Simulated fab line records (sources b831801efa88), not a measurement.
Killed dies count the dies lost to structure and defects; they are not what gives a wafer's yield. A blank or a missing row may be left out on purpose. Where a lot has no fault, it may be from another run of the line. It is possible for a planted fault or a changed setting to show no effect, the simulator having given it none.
Comparing a struck lot with a sound one || flow sky130 || 43 steps out of a route of 708
Sound: wafers L726.2, L726.3, L726.4. Struck: wafers L735.2, L735.4, L735.5. The cause is given at the end.
Each step with rows lists, per side, the tool, then ch with its chambers, then its first start. Under that, the readings that differ: sound wafers || struck wafers || difference of the means || sigmas: that difference in standard deviations of wafers without a fault.
alike: same words and numbers on both sides, and readings whose means sit less than 2 such deviations apart. not compared: any withheld reading, any reading some wafer has no value for, any bound like >300 that may hide the same value, and any number with overlapping values for which the record gives no deviation.
The two part at a step that has a row with sigmas, a row that says differs or no value, or rows on one side only. Numbers that don't overlap but have no deviation are shown without sigmas and don't part them. A reading missing from all wafers of one side parts the sides only when that side holds two or more wafers.

first, 6 steps without rows for these wafers: SKY_VIA4_HMDS_05 (prime time 60 s); SKY_VIA4_COAT_06 (resist thk 1140 nm); SKY_VIA4_SOFTBAKE_07 (time 60 s); SKY_VIA4_EXPOSE_08 (exposes mask VIM4, target cd 800 nm); SKY_VIA4_PEB_09; SKY_VIA4_DEVELOP_10 (develop time 60 s).
SKY_VIA4_OVL_MEAS_11:
  struck on overlay-01, day 45 23:27; sound on overlay-02, day 43 17:54
  alike: VIA4_OVL
SKY_VIA4_ETCH_12: etches SiO2 in C4F8/O2/Ar, stops on TiN, target depth 580 nm.
  sound on rieDiel-01 ch 0,1,2, day 43 17:56; struck on rieDiel-04 ch 1,2, day 45 23:29
  alike: oesProductAu
then, 4 steps without rows for these wafers: SKY_VIA4_STRIP_13 (strips in O2/N2); SKY_VIA4_STRIP_14 (strips in post etch residue remover, time 1200 s); SKY_VIA4_CLEAN_15 (cleans in IPA, time 180 s); SKY_VIA4_CLEAN_16 (cleans in O3/DIW).
SKY_VIA4_SPUTTER_17: material TiN, target thk 20 nm, time 80 s.
  struck on pvdSputter-01, day 46 00:12; sound on pvdSputter-01, day 43 18:35
  alike: cathodeDcPowerW, throttleValvePct
then, 1 step without rows for these wafers: SKY_VIA4_CVD_18 (deposits W, target thk 505 nm, time 152.14 s).
SKY_VIA4_RS_MEAS_19: a four-point-probe measurement.
  struck on filmMetro-01, day 46 00:26; sound on filmMetro-02, day 43 18:49
{"reading": "VIA4_W_RS (ohm/sq)", "sound": "0.231 0.234 0.232", "struck": "0.216 0.223 0.216", "difference": -0.014, "sigmas": -2}
SKY_VIA4_THK_MEAS_20: measures by xrf.
  struck on filmMetro-01, day 46 00:32; sound on filmMetro-02, day 43 18:56
{"reading": "VIA4_W_THK (nm)", "sound": "499 497 501", "struck": "535 521 537", "difference": "+32", "sigmas": "+2"}
then, 3 steps without rows for these wafers: SKY_VIA4_CMP_21 (polishes, stops on SiO2, t overpolish 25 s, target thk 0 nm); SKY_METAL5_SPUTTER_00 (material Ti, target thk 15 nm, time 10 s); SKY_METAL5_SPUTTER_01 (material TiN, target thk 20 nm, time 16.7 s).
SKY_METAL5_SPUTTER_02: material AlCu, target thk 1150 nm, time 61.2 s.
  struck on pvdSputter-02, day 46 00:56; sound on pvdSputter-01, day 43 19:20
  alike: cathodeDcPowerW, throttleValvePct
SKY_METAL5_SPUTTER_03: material Ti, target thk 5 nm, time 3.3 s.
  struck on pvdSputter-02, day 46 00:59; sound on pvdSputter-01, day 43 19:23
  alike: cathodeDcPowerW, throttleValvePct
then, 1 step without rows for these wafers: SKY_METAL5_SPUTTER_04 (material TiN, target thk 70 nm, time 58.3 s).
SKY_METAL5_RS_MEAS_05: a four-point-probe measurement.
  struck on filmMetro-01, day 46 01:05; sound on filmMetro-04, day 43 19:28
  alike: METAL5_ALCU_RS
SKY_METAL5_THK_MEAS_06: measures by xrf.
  struck on filmMetro-01, day 46 01:11; sound on filmMetro-04, day 43 19:35
  alike: METAL5_ALCU_THK
then, 8 steps without rows for these wafers: SKY_METAL5_DEHYDRATE_07 (time 60 s); SKY_METAL5_HMDS_08 (prime time 60 s); SKY_METAL5_COAT_09 (resist thk 1800 nm); SKY_METAL5_SOFTBAKE_10 (time 60 s); SKY_METAL5_EXPOSE_11 (exposes mask MM5, target cd 1600 nm); SKY_METAL5_PEB_12; SKY_METAL5_DEVELOP_13 (develop time 60 s); SKY_METAL5_DESCUM_14 (chemistry O2, time 11 s).
SKY_METAL5_METAL_ETCH_15: etches the open film in Cl2/BCl3, stops on SiO2, target depth 1260 nm, time 252 s.
  sound on rieMetal-02 ch 1, day 44 18:29; struck on rieMetal-04 ch 0, day 46 22:34
  alike: drypumpMotorCurrentA, oesProductAu, throttleValvePct
  not compared: rfHoursCounterH
then, 4 steps without rows for these wafers: SKY_METAL5_STRIP_16 (strips in O2/N2); SKY_METAL5_STRIP_17 (strips in post etch residue remover, time 1200 s); SKY_METAL5_CLEAN_18 (cleans in IPA, time 180 s); SKY_METAL5_CLEAN_19 (cleans in O3/DIW).
SKY_PASSIVATION_CVD_00: deposits SiO2, target thk 90 nm.
  sound on pecvd-02 ch 1,2, day 44 19:28; struck on pecvd-03 ch 0,1, day 46 23:24
  alike: heaterPowerW
SKY_PASSIVATION_THK_MEAS_01:
  struck on filmMetro-04, day 46 23:27; sound on filmMetro-04, day 44 19:29
  alike: PASSIVATION_CVD_00_THK
then, 1 step without rows for these wafers: SKY_PASSIVATION_CVD_02 (deposits Si3N4, target thk 540 nm).
SKY_PASSIVATION_THK_MEAS_03:
  struck on filmMetro-02, day 46 23:52; sound on filmMetro-02, day 44 19:47
  alike: PASSIVATION_CVD_02_THK
then, 1 step without rows for these wafers: SKY_PASSIVATION_DEHYDRATE_04 (time 60 s).
SKY_PAD_OPEN_PROBE_99:
  struck on prober-01, day 48 16:22; sound on prober-01, day 46 16:57
{"reading": "hold", "sound": "- - -", "struck": "awaitDispo/0.9h/release awaitDispo/0.9h/release awaitDispo/0.9h/release", "difference": "no value on the sound wafers", "sigmas": ""}
{"reading": "defectLimitedYield (%)", "sound": "79.5 84.6 80.3", "struck": "70.9 75.4 74.6", "difference": -7.8, "sigmas": -4}
{"reading": "killed_at_M4_up", "sound": "5 1 4", "struck": "54 65 41", "difference": "+50", "sigmas": "+29"}
{"reading": "killedDies", "sound": "101 76 97", "struck": "143 121 125", "difference": "+38", "sigmas": "+4"}
{"reading": "sort_bin_3_pad_short (%)", "sound": "0.8 1.2 0.8", "struck": "3.5 3.5 3.9", "difference": "+2.7", "sigmas": "+6"}
{"reading": "sort_bin_5_function (%)", "sound": "12.8 8.5 11.6", "struck": "16.7 16.5 13.2", "difference": "+4.5", "sigmas": "+3"}
{"reading": "sortNPass", "sound": "391 416 395", "struck": "349 371 367", "difference": -38, "sigmas": -4}
{"reading": "sortYieldPct (%)", "sound": "79.5 84.6 80.3", "struck": "70.9 75.4 74.6", "difference": -7.8, "sigmas": -4}
{"reading": "model.etest.tester.sortNPass", "sound": "391 416 395", "struck": "349 371 367", "difference": -38, "sigmas": ""}
{"reading": "model.etest.tester.sortYieldPct (%)", "sound": "79.47 84.55 80.28", "struck": "70.94 75.41 74.59", "difference": -7.79, "sigmas": ""}
{"reading": "model.etest.tester.sort_bin_5_pct (%)", "sound": "12.8 8.537 11.59", "struck": "16.67 16.46 13.21", "difference": "+4.47", "sigmas": ""}
{"reading": "model.etest.tester.sort_bin_3_pct (%)", "sound": "0.813 1.22 0.813", "struck": "3.455 3.455 3.862", "difference": "+2.642", "sigmas": ""}
  alike: killed_at_M0_to_M3, killedAtContacts, killedAtFrontEnd, killedAtOther, killedOpen, killedShort, sort_bin_6_memory

WHERE THEY PART
At SKY_VIA4_RS_MEAS_19 first; at SKY_PAD_OPEN_PROBE_99 last (within this record only).

WHY: whatever the simulator had introduced
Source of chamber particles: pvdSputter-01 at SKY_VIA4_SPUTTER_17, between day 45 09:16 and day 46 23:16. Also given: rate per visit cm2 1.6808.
